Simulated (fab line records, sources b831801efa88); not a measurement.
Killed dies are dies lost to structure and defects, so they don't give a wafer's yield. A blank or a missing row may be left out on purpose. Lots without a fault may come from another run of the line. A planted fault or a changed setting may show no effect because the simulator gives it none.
Split-lot experiment | flow gf180mcu | 5 lots, 23 wafers read, on a route of 602 steps

THE SPLIT
At GF_STI_PEB_10 (peb time 90 s), the setting peb_temp_c was moved away from the recipe's 135 C on 10 of the 23 wafers read, by -2.9% to +2.1%. The other wafers ran this setting at the recipe's value.

FROM THE SPLIT TO THE READING: what the file shows between them, 1 step
- GF_STI_DEVELOP_11: develop time 60 s

THE READING
cd_nm, in nm, at GF_STI_CD_MEAS_12 (target cd 220 nm). Fault-free wafers of this fab line usually give 220.2 nm, standard deviation 1.2 nm.

wafer  | tool, chamber at the split | peb_temp_c as run, C | against the recipe | cd_nm, nm | against lot-mates on the recipe
L077.4 | litho_track-02, 0          | 135                  | recipe             | 219.0     | -
L077.5 | litho_track-02, 0          | 135                  | recipe             | 218.7     | -
L077.6 | litho_track-02, 0          | 135                  | recipe             | 218.8     | -
L081.1 | litho_track-03, 0          | 131.7                | -2.4%              | 230.4     | +10.9
L081.2 | litho_track-03, 0          | 135                  | recipe             | 218.5     | -
L081.3 | litho_track-03, 0          | 131.7                | -2.4%              | 231.2     | +11.7
L081.5 | litho_track-03, 0          | 135                  | recipe             | 220.5     | -
L081.6 | litho_track-03, 0          | 131.7                | -2.4%              | 230.2     | +10.7
L080.1 | litho_track-02, 0          | 135                  | recipe             | 220.8     | -
L080.2 | litho_track-02, 0          | 131.5                | -2.6%              | 231.2     | +9.7
L080.3 | litho_track-02, 0          | 135                  | recipe             | 221.9     | -
L080.4 | litho_track-02, 0          | 131.5                | -2.6%              | 231.3     | +9.8
L080.6 | litho_track-02, 0          | 135                  | recipe             | 221.8     | -
L083.1 | litho_track-02, 0          | 135                  | recipe             | 222.2     | -
L083.2 | litho_track-02, 0          | 135                  | recipe             | 219.4     | -
L083.3 | litho_track-02, 0          | 137.9                | +2.1%              | 215.0     | -5.7
L083.4 | litho_track-02, 0          | 137.9                | +2.1%              | 212.8     | -7.9
L083.5 | litho_track-02, 0          | 135                  | recipe             | 220.5     | -
L084.1 | litho_track-02, 0          | 131.1                | -2.9%              | 233.0     | +13.2
L084.2 | litho_track-02, 0          | 131.1                | -2.9%              | 234.1     | +14.3
L084.3 | litho_track-02, 0          | 135                  | recipe             | 219.5     | -
L084.4 | litho_track-02, 0          | 135                  | recipe             | 220.1     | -
L084.5 | litho_track-02, 0          | 131.1                | -2.9%              | 232.7     | +12.9

THE FIT
A straight line over all 23 wafers: cd_nm changes by -4.06 nm for each +1% of peb_temp_c; r = -0.98; the points scatter about the line by 1.3 nm.
The same after taking each lot's own level away (the mean of its wafers on the recipe; 23 wafers): -4.12 nm for each +1%; r = -0.99; scatter 1.1 nm.
On that fit, the largest move of peb_temp_c shifts the reading by 12 nm.
The lots' own levels span 218.83 to 221.50 nm, that is 2.2 times the standard deviation above.
So the lot-to-lot level changes the slope little: the two slopes agree.
Check: with one of the wafers moved furthest among these (-2.9%) left out of the fit, the line predicts +12.2 nm for it against its lot-mates. It came out at +13.2 nm against them.

OTHER SPLITS ON THESE WAFERS
These wafers also went through other splits before the reading. Each is held against what the fit with the lots' levels taken away leaves over:
other split on the same wafers | wafers away from the commonest value | r with cd_nm (lot level and that fit taken away)
GF_STI_CVD_03 time_s           | 15                                   | -0.07

THE WHOLE CHAIN: every reading that the file lists as answering this split, in the file's order
step              | what it does                                                                       | reading                                                    | change (the file's fit)              | r (the file's)
GF_STI_CD_MEAS_12 | target cd 220 nm                                                                   | cd_nm                                                      | -4.13 nm for each +1% of the setting | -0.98
GF_STI_ETCH_13    | etches the open film in CHF3/O2, stops on Si, target depth 282.31 nm, time 112.9 s | STI.cd_nm (the simulator's own value, which no gauge read) | -4.17 nm for each +1% of the setting | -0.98
GF_STI_ETCH_14    | etches Si in HBr/Cl2/O2, target depth 360 nm, time 102.9 s                         | STI.cd_nm (the simulator's own value, which no gauge read) | -3.93 nm for each +1% of the setting | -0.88

THE FILE'S OWN FIT
cd_nm changes by -4.13 nm for each +1% of peb_temp_c, r = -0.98.
